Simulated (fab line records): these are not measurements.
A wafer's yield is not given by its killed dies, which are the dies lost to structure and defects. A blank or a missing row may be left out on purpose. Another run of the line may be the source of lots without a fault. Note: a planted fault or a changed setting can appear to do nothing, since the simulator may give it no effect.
fab line records	flow gf180mcu
record: lots: 6	wafers: 18	last-day: 34
route steps=602 shown V5@551
lots that met no fault: from a run of the same line without faults
start-h: hours from the record's first day to the start of the lot's first wafer shown	wait-h: hours since the lot's step before	" identical to the entry in the row above	L1.1+2: one row covering several wafers at once	- no value present, or no start provided	* or withheld: withheld	< > ~ a bound
route shown NAME@n: NAME is a module with steps in the file, n the number in the route of the first one	usual: mean/standard deviation taken from wafers without a fault	same: alike in all rows	chamber/n: place in a boat	sites: per-site readings	_std_site: standard deviation of those values	_edge_site: inner sites' mean taken away from outer sites' mean	radius-mm: for every site, how far away it sits from the centre of the wafer	mask NAME#n: copy n	behind: the last tool/chamber to shape the wafer	hold: reason for holding the lot/hours on hold/outcome of the hold	device: the n, p or np transistor that did not switch	end of line: the same wafers' tests at the end of the route	a step without rows: its recipe alone	killed: not the wafer's yield, but the dies lost to structure and defects at the first sort	map: the dies of a wafer, with x for killed, . for not killed, _ for no die there
set.NAME: the setting that was run; set.NAME@STEP: the one run at that earlier step	model.NAME: the simulator's own value behind a step, which no gauge read
a table for each step, a row for each wafer; lots at some steps of the route
services: a tool's chamber out of use, with start hour (start-h, from the record's first day; less than 0 if before it), hours out, and reason
== steps ==
step: GF_V5_EXPOSE_11
recipe: mask-id: Via5	target-cd-nm: 260	na: 0.68	source-shape: conventional	sigma-outer: 0.6	dose-mj: 38
step: GF_V5_PEB_12
recipe: peb-temp-c: 135	peb-time-s: 90	resist: KrF
step: GF_V5_DEVELOP_13
recipe: develop-time-s: 60	resist: KrF	dev-temp-c: 21
step: GF_V5_CD_MEAS_14
recipe: target-cd-nm: 260
usual: cd-nm: 259.8/1.1
lot.wafer	tool	chamber	start-h	wait-h	cd-nm
L521.1	cd-sem-02	-	630.30	0.1	260.6
L521.3	"	-	"	"	261.1
L521.5	"	-	"	"	261.2
L524.1	cd-sem-02	-	656.30	0.1	262.0
L524.4	"	-	"	"	260.6
L524.6	"	-	"	"	261.6
L527.1	cd-sem-02	-	683.85	0.1	260.1
L527.3	"	-	"	"	260.6
L527.6	"	-	"	"	259.6
L528.1	cd-sem-01	-	689.85	0.1	258.6
L528.2	"	-	"	"	257.8
L528.3	"	-	"	"	259.8
L540.3	cd-sem-01	-	764.04	0.1	260.5
L540.5	"	-	"	"	259.5
L540.6	"	-	"	"	260.7
L543.1	cd-sem-01	-	779.40	0.1	260.6
L543.2	"	-	"	"	260.0
L543.6	"	-	"	"	260.1
step: GF_V5_OVL_MEAS_15
usual: V5_OVL: 4/6.1
lot.wafer	tool	chamber	start-h	wait-h	V5_OVL[nm]
L521.1	overlay-02	-	630.42	0.1	10
L521.3	"	-	"	"	2
L521.5	"	-	"	"	0
L524.1	overlay-02	-	656.42	0.1	2
L524.4	"	-	"	"	3
L524.6	"	-	"	"	0
L527.1	overlay-02	-	683.97	0.1	3
L527.3	"	-	"	"	2
L527.6	"	-	"	"	1
L528.1	overlay-02	-	689.97	0.1	2
L528.2	"	-	"	"	0
L528.3	"	-	"	"	2
L540.3	overlay-02	-	764.13	0.1	8
L540.5	"	-	"	"	10
L540.6	"	-	"	"	0
L543.1	overlay-02	-	779.52	0.1	-5
L543.2	"	-	"	"	-11
L543.6	"	-	"	"	-5
step: GF_V5_ETCH_16
recipe: chemistry: N2/H2	target-depth-a: withheld	overetch-a: withheld	time-s: withheld	target: BARC	ion-energy-ev: 200	source-w: 500	bias-w: 100	pressure-mtorr: 30	n2-flow-sccm: 100	h2-flow-sccm: 200
usual: bias-w: 100.0/0.31	drypump-motor-current-A: 5.7/0.43	oes-product-au: 0.854/0.0047	throttle-valve-pct: 13.226/0.0088
lot.wafer	tool	chamber	start-h	wait-h	bias-w	drypump-motor-current-A	oes-product-au	throttle-valve-pct
L521.1	rie-diel-03	1	630.46	0.0	99.9	5.6	0.860	13.235
L521.3	"	0	"	"	99.9	5.1	0.852	13.222
L521.5	"	1	"	"	99.5	5.6	0.857	13.229
L524.1	rie-diel-04	0	656.46	0.0	99.9	5.6	0.855	13.204
L524.4	"	1	"	"	100.6	5.4	0.851	13.223
L524.6	"	2	"	"	99.5	6.6	0.853	13.223
L527.1	rie-diel-03	2	684.01	0.0	100.0	5.3	0.854	13.237
L527.3	"	1	"	"	99.9	5.6	0.856	13.218
L527.6	"	0	"	"	99.8	5.0	0.851	13.231
L528.1	rie-diel-03	3	690.01	0.0	99.7	5.7	0.854	13.229
L528.2	"	1	"	"	100.2	5.6	0.856	13.229
L528.3	"	2	"	"	99.9	5.3	0.853	13.237
L540.3	rie-diel-03	0	764.16	0.0	100.1	5.1	0.847	13.240
L540.5	"	1	"	"	100.4	5.6	0.855	13.223
L540.6	"	0	"	"	100.0	5.1	0.851	13.228
L543.1	rie-diel-01	3	779.56	0.0	99.9	5.8	0.860	13.237
L543.2	"	2	"	"	99.8	5.5	0.858	13.227
L543.6	"	2	"	"	100.0	5.5	0.855	13.234
step: GF_V5_ETCH_17
recipe: chemistry: C4F8/O2/Ar	mask-material: KrF	target: SiO2	stop-on: TiN	source-w: 1500	bias-w: 1200	pressure-mtorr: 40	c4f8-flow-sccm: withheld	O2_flow_sccm: 6	Ar_flow_sccm: 300	time-s: withheld	target-depth-a: 8550
usual: bias-w: 1200/3.9	oes-product-au: 0.859/0.0049
lot.wafer	tool	chamber	start-h	wait-h	bias-w	oes-product-au
L521.1	rie-diel-03	1	-	-	1195	0.864
L521.3	"	0	"	"	1201	0.859
L521.5	"	1	"	"	1193	0.855
L524.1	rie-diel-04	0	-	-	1200	0.869
L524.4	"	1	"	"	1203	0.862
L524.6	"	2	"	"	1195	0.858
L527.1	rie-diel-03	2	-	-	1201	0.860
L527.3	"	1	"	"	1201	0.858
L527.6	"	0	"	"	1208	0.864
L528.1	rie-diel-03	3	-	-	1197	0.860
L528.2	"	1	"	"	1203	0.861
L528.3	"	2	"	"	1196	0.855
L540.3	rie-diel-03	0	-	-	1199	0.860
L540.5	"	1	"	"	1200	0.855
L540.6	"	0	"	"	1200	0.856
L543.1	rie-diel-01	3	-	-	1197	0.860
L543.2	"	2	"	"	1196	0.857
L543.6	"	2	"	"	1196	0.861
step: GF_V5_STRIP_18
recipe: chemistry: O2/N2	power-w: 1400	pressure-mtorr: 1500	platen-temp-c: 250	o2-flow-sccm: 3000	n2-flow-sccm: 300	overash-fraction: 0.5
usual: drypump-motor-current-A: 5.9/0.7	heater-power-w: 360/38	oes-product-au: 0.569/0.0047
lot.wafer	tool	chamber	start-h	wait-h	drypump-motor-current-A	heater-power-w	oes-product-au	rf-hours-counter-h
L521.1	plasma-asher-01	0	630.61	-	4.8	311	0.568	81
L521.3	"	1	"	"	6.7	370	0.561	-
L521.5	"	0	"	"	4.8	307	0.573	-
L524.1	plasma-asher-01	1	656.61	-	6.8	361	0.570	83
L524.4	"	0	"	"	4.7	298	0.569	-
L524.6	"	0	"	"	4.7	311	0.563	-
L527.1	plasma-asher-02	1	684.16	-	6.6	413	0.564	62
L527.3	"	0	"	"	6.0	393	0.567	-
L527.6	"	1	"	"	6.6	416	0.570	-
L528.1	plasma-asher-02	1	690.16	-	6.5	409	0.580	63
L528.2	"	0	"	"	6.0	394	0.570	63
L528.3	"	1	"	"	6.5	415	0.570	-
L540.3	plasma-asher-03	0	764.34	-	5.2	344	0.567	-
L540.5	"	0	"	"	5.1	353	0.561	-
L540.6	"	1	"	"	6.1	318	0.572	-
L543.1	plasma-asher-02	0	779.71	-	6.0	385	0.576	73
L543.2	"	1	"	"	6.6	418	0.574	73
L543.6	"	0	"	"	6.0	390	0.560	-
step: GF_V5_STRIP_19
recipe: chemistry: post-etch-residue-remover	time-s: 1200	temp-c: 72.5
step: GF_V5_CLEAN_20
recipe: chemistry: DIW	dry: n2-spin
step: GF_V5_SPUTTER_21
recipe: material: Ti	target-thk-nm: 15	chamber-pressure-pa: 5	power-w: 2500	substrate-temp-c: 200	time-s: 80.02
usual: throttle-valve-pct: 30.0/1.3
lot.wafer	tool	chamber	start-h	wait-h	throttle-valve-pct
L521.1	pvd-sputter-03	-	631.15	0.0	30.2
L521.3	"	-	"	"	30.8
L521.5	"	-	"	"	30.1
L524.1	pvd-sputter-01	-	657.15	0.0	32.3
L524.4	"	-	"	"	28.7
L524.6	"	-	"	"	28.9
L527.1	pvd-sputter-03	-	684.69	0.0	27.6
L527.3	"	-	"	"	30.4
L527.6	"	-	"	"	30.1
L528.1	pvd-sputter-03	-	690.69	0.0	30.1
L528.2	"	-	"	"	27.7
L528.3	"	-	"	"	30.8
L540.3	pvd-sputter-01	-	764.84	0.0	29.9
L540.5	"	-	"	"	29.2
L540.6	"	-	"	"	32.2
L543.1	pvd-sputter-02	-	780.25	0.0	28.6
L543.2	"	-	"	"	31.4
L543.6	"	-	"	"	29.7
step: GF_V5_SPUTTER_22
recipe: material: TiN	target-thk-nm: 10	chamber-pressure-pa: 5	power-w: 4000	time-s: 40
usual: throttle-valve-pct: 30.0/1.3
lot.wafer	tool	chamber	start-h	wait-h	throttle-valve-pct
L521.1	pvd-sputter-03	-	631.21	0.0	30.2
L521.3	"	-	"	"	30.8
L521.5	"	-	"	"	30.1
L524.1	pvd-sputter-01	-	657.21	0.0	32.3
L524.4	"	-	"	"	29.1
L524.6	"	-	"	"	28.9
L527.1	pvd-sputter-03	-	684.75	0.0	27.8
L527.3	"	-	"	"	30.4
L527.6	"	-	"	"	30.1
L528.1	pvd-sputter-03	-	690.75	0.0	30.0
L528.2	"	-	"	"	27.8
L528.3	"	-	"	"	30.9
L540.3	pvd-sputter-01	-	764.90	0.0	29.9
L540.5	"	-	"	"	29.0
L540.6	"	-	"	"	32.5
L543.1	pvd-sputter-02	-	780.31	0.0	28.5
L543.2	"	-	"	"	31.3
L543.6	"	-	"	"	29.6
step: GF_V5_CVD_23
recipe: material: W	target-thk-nm: 350	time-s: 104.9	temp-c: 400	pressure-torr: 40
usual: chamber-pressure-Torr: 39.99/0.083	heater-power-outer-w: 535/39	heater-power-w: 839/48
lot.wafer	tool	chamber	start-h	wait-h	chamber-pressure-Torr	heater-power-outer-w	heater-power-w
L521.1	cvd-w-02	1	631.25	0.0	39.96	559	846
L521.3	"	0	"	"	40.02	476	777
L521.5	"	0	"	"	39.99	481	771
L524.1	cvd-w-02	0	657.25	0.0	40.07	472	782
L524.4	"	1	"	"	40.01	564	872
L524.6	"	0	"	"	39.97	491	771
L527.1	cvd-w-02	1	684.79	0.0	-	-	-
L527.3	"	1	"	"	-	-	-
L527.6	"	1	"	"	-	-	-
L528.1	cvd-w-01	0	690.79	0.0	-	-	-
L528.2	"	1	"	"	-	-	-
L528.3	"	0	"	"	-	-	-
L540.3	cvd-w-02	1	764.98	0.1	39.96	578	852
L540.5	"	0	"	"	40.11	481	754
L540.6	"	1	"	"	39.92	576	873
L543.1	cvd-w-01	0	780.35	0.0	39.91	555	881
L543.2	"	1	"	"	40.07	568	867
L543.6	"	0	"	"	39.97	550	870
step: GF_V5_RS_MEAS_24
recipe: thk-meas-gauge: four-point-probe	reads: W_of_V5_CVD_23+TiN_of_V5_SPUTTER_22+Ti_of_V5_SPUTTER_21
usual: V5_W_RS: 0.325/0.0038
lot.wafer	tool	chamber	start-h	wait-h	V5_W_RS[ohm/sq]
L521.1	film-metro-02	-	631.36	0.1	0.323
L521.3	"	-	"	"	0.324
L521.5	"	-	"	"	0.323
L524.1	film-metro-04	-	657.36	0.1	0.328
L524.4	"	-	"	"	0.317
L524.6	"	-	"	"	0.328
L527.1	film-metro-02	-	684.90	0.1	43.948
L527.3	"	-	"	"	43.712
L527.6	"	-	"	"	43.306
L528.1	film-metro-02	-	690.90	0.1	43.602
L528.2	"	-	"	"	44.025
L528.3	"	-	"	"	43.255
L540.3	film-metro-02	-	765.09	0.1	0.322
L540.5	"	-	"	"	0.322
L540.6	"	-	"	"	0.326
L543.1	film-metro-04	-	780.46	0.1	0.326
L543.2	"	-	"	"	0.321
L543.6	"	-	"	"	0.326
step: GF_V5_THK_MEAS_25
recipe: thk-meas-gauge: xrf	reads: W_of_V5_CVD_23
usual: V5_W_THK: 347/6.5
lot.wafer	tool	chamber	start-h	wait-h	V5_W_THK[nm]
L521.1	film-metro-02	-	631.48	0.1	354
L521.3	"	-	"	"	352
L521.5	"	-	"	"	353
L524.1	film-metro-04	-	657.48	0.1	342
L524.4	"	-	"	"	353
L524.6	"	-	"	"	341
L527.1	film-metro-02	-	685.02	0.1	<0
L527.3	"	-	"	"	<0
L527.6	"	-	"	"	<0
L528.1	film-metro-02	-	691.02	0.1	<0
L528.2	"	-	"	"	<0
L528.3	"	-	"	"	<0
L540.3	film-metro-02	-	765.19	0.1	357
L540.5	"	-	"	"	355
L540.6	"	-	"	"	352
L543.1	film-metro-04	-	780.58	0.1	341
L543.2	"	-	"	"	346
L543.6	"	-	"	"	342
step: GF_V5_CMP_26
recipe: stop-on: SiO2	down-force-psi: 3.5	platen-rpm: 60	t-overpolish-s: 15	target-thk-nm: 0	pad-velocity-m-s: 0.94248
usual: edge-zone-pressure-frac: 0.999/0.0049	motor-current-A: 10.9/1.3	retaining-ring-pressure-frac: 1.001/0.0052	time-to-endpoint-s: 84/3.4
lot.wafer	tool	chamber	start-h	wait-h	edge-zone-pressure-frac	motor-current-A	retaining-ring-pressure-frac	time-to-endpoint-s
L521.3	cmp-02	1	631.54	0.0	1.005	10.4	0.998	80
L521.1	"	3	"	"	1.001	9.2	0.999	83
L521.5	"	2	"	"	0.995	9.2	1.002	82
L524.1	cmp-02	2	657.59	0.1	0.992	9.5	1.003	80
L524.4	"	3	"	"	0.995	8.7	1.002	84
L524.6	"	1	"	"	1.004	9.8	1.003	77
L527.3	cmp-02	2	685.13	0.1	0.995	9.8	0.989	0
L527.1	"	0	"	"	1.006	13.2	1.007	3
L527.6	"	2	"	"	0.998	9.9	0.989	0
L528.2	cmp-01	1	691.08	0.0	0.997	10.7	1.007	1
L528.1	"	2	"	"	1.007	11.6	1.005	5
L528.3	"	0	"	"	1.002	10.9	0.990	4
L540.3	cmp-02	0	765.33	0.1	1.005	13.7	0.996	86
L540.5	"	2	"	"	1.004	9.3	1.007	86
L540.6	"	3	"	"	0.995	9.0	1.000	87
L543.1	cmp-01	3	780.69	0.1	0.990	10.6	1.003	86
L543.2	"	1	"	"	1.003	11.6	1.010	90
L543.6	"	3	"	"	0.995	10.5	1.001	87
== services ==
tool	chamber	start-h	hours	kind
rie-diel-03	3	606.93	14.0	repair
cmp-01	-	611.37	12.7	repair
pvd-sputter-02	-	616.38	2.8	repair
pvd-sputter-01	-	621.42	2.4	repair
cvd-w-01	-	627.16	0.9	repair
rie-diel-01	1	627.99	6.3	repair
pvd-sputter-02	-	641.09	61.8	repair
cmp-01	-	647.21	3.6	pm
cmp-02	-	664.52	7.1	pm
cvd-w-01	-	666.87	1.2	repair
rie-diel-01	3	675.41	4.0	repair
rie-diel-03	-	688.75	0.8	repair
rie-diel-01	3	699.49	6.5	repair
rie-diel-01	0	707.99	2.4	repair
pvd-sputter-02	-	713.56	2.4	repair
rie-diel-03	2	714.30	5.3	repair
rie-diel-01	0	716.04	1.5	repair
plasma-asher-01	-	719.71	2.8	repair
pvd-sputter-02	-	723.96	2.4	repair
cvd-w-02	-	728.78	0.6	repair
cmp-02	-	729.98	6.0	pm
rie-diel-04	1	734.11	13.7	repair
cmp-02	-	748.20	1.5	repair
pvd-sputter-01	-	772.40	1.1	repair
== key ==
first-sign: step: GF_V5_CVD_23	reading: tool-record	direction: missing
effect: step: GF_V5_RS_MEAS_24	reading: V5_W_RS	direction: up	sigmas: 99+	usual: 0.325	struck: 43.641
effect: step: GF_V5_THK_MEAS_25	reading: V5_W_THK	direction: down	sigmas: 53	usual: 347	struck: <0
effect: step: GF_V5_CMP_26	reading: time-to-endpoint-s	direction: down	sigmas: 24	usual: *	struck: *
met-at GF_V5_CVD_23
struck-wafers L527.1,L527.3,L527.6,L528.1,L528.2,L528.3
later-rows-left-out L527.1,L527.3,L527.6,L528.1,L528.2,L528.3
sort-left-out L527.1,L527.3,L527.6,L528.1,L528.2,L528.3
onset-between 657.25 684.79
fault: kind: skipped-step-whole	tool: cvd-w-01,cvd-w-02	chamber: -	onset-h: 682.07	steps: GF_V5_CVD_23	scope: struck-lots-only
sort-left-out: the simulated sort isn't trusted on such a fault, so these wafers' sort isn't shown, and their yield isn't known
later-rows-left-out: the simulator's readings of these wafers behind a module that went badly wrong aren't trusted and aren't shown, but for the sort
